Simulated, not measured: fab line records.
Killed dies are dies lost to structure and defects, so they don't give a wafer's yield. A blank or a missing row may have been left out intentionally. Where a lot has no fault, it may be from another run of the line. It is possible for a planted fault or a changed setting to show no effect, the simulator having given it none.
The tool behind it: which one?    flow gf180mcu    36 wafers sampled from 12 lots at 1 step of a route of 602

## WHAT THE GAUGES READ, wafer by wafer
GF_V1_OVL_MEAS_15.
lot   measured      on          V1_OVL (nm)
L075  day 18 07:45  overlay-01  -4 -7 -8
L077  day 19 06:16  overlay-01  0 -4 3
L079  day 20 01:53  overlay-01  2 10 12
L081  day 21 06:05  overlay-02  2 5 0
L083  day 21 14:07  overlay-02  3 4 8
L085  day 22 10:35  overlay-01  4 -1 0
L087  day 23 00:58  overlay-02  10 6 6
L089  day 23 11:36  overlay-02  6 2 7
L091  day 24 08:41  overlay-01  8 -8 5
L093  day 25 13:50  overlay-02  0 5 3
L095  day 25 19:49  overlay-02  1 4 1
L097  day 26 05:38  overlay-02  -3 -1 -3

## TOOL THAT RAN EACH LOT (tool first, then ch and the chambers of the sampled wafers, then the start)
Record: no process step prior to these readings.

## THE ANSWER, worked out from the rows above alone
Rule: usual is defined by the lots themselves. Put in order of their means at a reading, lots are off if they are a third of the lots or fewer, leave a main group of 4 or more, and stand apart from it by a gap of 3 or more times the standard deviation of the main group's means; of several such gaps the widest counts. Not used: any main group whose means are identical at the precision the tables above print for the reading. A lot without any number at a reading at which 4 lots or more have one is off too. Any other lot the step has rows for is counted as sound.
None of the lots is off at any reading shown; this tells nothing.

## WHAT THE SIMULATOR HAD INSERTED
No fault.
